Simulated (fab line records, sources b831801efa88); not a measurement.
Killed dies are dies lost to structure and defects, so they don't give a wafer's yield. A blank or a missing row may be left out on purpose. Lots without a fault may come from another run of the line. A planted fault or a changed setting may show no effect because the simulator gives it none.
Which tool did it? | flow gf180mcu | 12 lots, 36 wafers sampled, at 4 steps of a route of 602

WHAT THE GAUGES READ, wafer by wafer
GF_M4_CD_MEAS_14: target cd 280 nm.
lot  | measured     | on        | cd_nm (nm)
L607 | day 23 03:46 | cd_sem-01 | 279.2 279.3 278.9
L608 | day 23 11:25 | cd_sem-02 | 280.6 277.7 280.1
L609 | day 23 20:01 | cd_sem-02 | 279.7 280.2 279.3
L612 | day 25 00:37 | cd_sem-01 | 280.1 280.0 278.7
L615 | day 26 04:46 | cd_sem-02 | 281.6 282.3 280.5
L620 | day 27 23:51 | cd_sem-01 | 280.3 280.6 280.4
L621 | day 28 03:03 | cd_sem-01 | 279.4 278.8 280.8
L624 | day 29 10:10 | cd_sem-01 | 279.2 279.9 280.0
L626 | day 29 11:29 | cd_sem-02 | 280.9 281.2 280.6
L628 | day 30 00:35 | cd_sem-02 | 280.1 280.9 279.6
L629 | day 30 05:11 | cd_sem-02 | 280.8 280.1 280.5
L630 | day 30 12:44 | cd_sem-02 | 280.5 281.1 280.6

WHICH TOOL RAN EACH LOT (tool, then ch and the chambers of the sampled wafers, then the start)
lot  | GF_STI_WET_ETCH_26             | GF_M1_STRIP_17                       | GF_M2_SPUTTER_04
L607 | wet_bench-01 ch 2, day 2 03:51 | plasma_asher-04 ch 0, day 16 22:54   | pvd_sputter-01, day 18 01:08
L608 | wet_bench-04 ch 0, day 2 09:21 | plasma_asher-03 ch 0,1, day 17 05:38 | pvd_sputter-02, day 18 08:00
L609 | wet_bench-03 ch 0, day 2 15:10 | plasma_asher-04 ch 0,1, day 17 14:14 | pvd_sputter-04, day 18 16:26
L612 | wet_bench-03 ch 2, day 3 06:07 | plasma_asher-01 ch 0,1, day 18 20:37 | pvd_sputter-01, day 19 23:11
L615 | wet_bench-03 ch 0, day 3 20:34 | plasma_asher-04 ch 0,1, day 20 05:35 | pvd_sputter-04, day 21 08:00
L620 | wet_bench-04 ch 3, day 4 23:13 | plasma_asher-01 ch 0,1, day 22 04:46 | pvd_sputter-04, day 23 07:32
L621 | wet_bench-04 ch 0, day 5 06:09 | plasma_asher-03 ch 0,1, day 22 11:36 | pvd_sputter-04, day 23 13:11
L624 | wet_bench-04 ch 1, day 5 19:51 | plasma_asher-01 ch 0,1, day 23 09:44 | pvd_sputter-01, day 24 10:10
L626 | wet_bench-04 ch 0, day 6 08:07 | plasma_asher-03 ch 0,1, day 23 23:05 | pvd_sputter-02, day 25 00:34
L628 | wet_bench-04 ch 3, day 6 16:20 | plasma_asher-03 ch 1, day 24 13:32   | pvd_sputter-01, day 25 14:19
L629 | wet_bench-04 ch 0, day 6 20:58 | plasma_asher-03 ch 0,1, day 24 21:35 | pvd_sputter-04, day 25 22:23
L630 | wet_bench-03 ch 2, day 7 02:07 | plasma_asher-01 ch 0,1, day 25 05:26 | pvd_sputter-04, day 26 05:19
- GF_STI_WET_ETCH_26: etches SiO2 in dHF, target depth 94 nm, time 188 s.
- GF_M1_STRIP_17: strips in O2/N2.
- GF_M2_SPUTTER_04: material TiN, target thk 50 nm, time 41.7 s.

WHAT THE TOOLS THEMSELVES READ (means of the sampled wafers that have a number; where no wafer has one, the mark that the record gives instead)
GF_STI_WET_ETCH_26.
lot  | tool         | bath_heat_duty_pct (%) | run_length_s (s)
L607 | wet_bench-01 | 6.0                    | 214
L608 | wet_bench-04 | 5.9                    | 215
L609 | wet_bench-03 | 6.4                    | 215
L612 | wet_bench-03 | 6.4                    | 46
L615 | wet_bench-03 | 6.1                    | 54
L620 | wet_bench-04 | 6.7                    | 214
L621 | wet_bench-04 | 5.4                    | 223
L624 | wet_bench-04 | 6.4                    | 223
L626 | wet_bench-04 | 5.6                    | 216
L628 | wet_bench-04 | 6.4                    | 214
L629 | wet_bench-04 | 5.6                    | 215
L630 | wet_bench-03 | 6.2                    | 223

GF_M1_STRIP_17.
lot  | tool            | chamber_pressure_mTorr (mTorr) | drypump_motor_current_A (A) | heater_power_w (W) | oes_product_au (a.u.) | strip_time_to_endpoint_s (s)
L607 | plasma_asher-04 | 1499.2                         | 5.8                         | 355                | 0.538                 | 7.40
L608 | plasma_asher-03 | 1499.8                         | 5.5                         | 337                | 0.536                 | 7.33
L609 | plasma_asher-04 | 1499.6                         | 5.4                         | 350                | 0.542                 | 7.42
L612 | plasma_asher-01 | 1501.3                         | 5.8                         | 349                | 0.541                 | 7.34
L615 | plasma_asher-04 | 1499.9                         | 5.5                         | 348                | 0.537                 | 7.33
L620 | plasma_asher-01 | 1500.1                         | 5.8                         | 348                | 0.534                 | 7.40
L621 | plasma_asher-03 | 1500.6                         | 5.5                         | 328                | 0.540                 | 7.45
L624 | plasma_asher-01 | 1500.6                         | 5.6                         | 347                | 0.538                 | 7.41
L626 | plasma_asher-03 | 1499.2                         | 5.3                         | 344                | 0.538                 | 7.42
L628 | plasma_asher-03 | 1499.4                         | 5.2                         | 348                | 0.536                 | 7.36
L629 | plasma_asher-03 | 1500.3                         | 5.3                         | 344                | 0.536                 | 7.41
L630 | plasma_asher-01 | 1502.6                         | 5.6                         | 350                | 0.536                 | 7.40

GF_M2_SPUTTER_04.
lot  | tool           | throttle_valve_pct (%)
L607 | pvd_sputter-01 | 30.0
L608 | pvd_sputter-02 | 29.5
L609 | pvd_sputter-04 | 30.3
L612 | pvd_sputter-01 | 30.0
L615 | pvd_sputter-04 | 29.3
L620 | pvd_sputter-04 | 29.8
L621 | pvd_sputter-04 | 29.9
L624 | pvd_sputter-01 | 30.1
L626 | pvd_sputter-02 | 29.0
L628 | pvd_sputter-01 | 29.7
L629 | pvd_sputter-04 | 29.5
L630 | pvd_sputter-04 | 29.4

THE ANSWER, worked out from the rows above alone
Rule: what is usual is taken from the lots themselves. Put in order of their means at a reading, lots are off if they are a third of the lots or fewer, leave a main group of 4 or more, and stand apart from it by a gap of 3 or more times the standard deviation of the main group's means; of several such gaps the widest counts. A main group whose means are all the same, to the digits that the tables above print for the reading, isn't used. A lot without any number at a reading at which 4 lots or more have one is off too. The other lots that the step has rows for count as sound. The gauges are gone through in route order, then the tools' own readings, and for those a lot's mean is taken as printed above. The first step at which some lot is off is used, and at that step the reading that is off furthest; a lot without a number counts as furthest.
Off: L612, L615, at GF_STI_WET_ETCH_26 (run_length_s). The main group: mean 217 s, standard deviation 3.8.
A tool fits if, at that step or a process step before it, it ran every lot that is off, and no sound lot after the first of them. None of those tried fits.

WHAT THE SIMULATOR HAD PUT IN
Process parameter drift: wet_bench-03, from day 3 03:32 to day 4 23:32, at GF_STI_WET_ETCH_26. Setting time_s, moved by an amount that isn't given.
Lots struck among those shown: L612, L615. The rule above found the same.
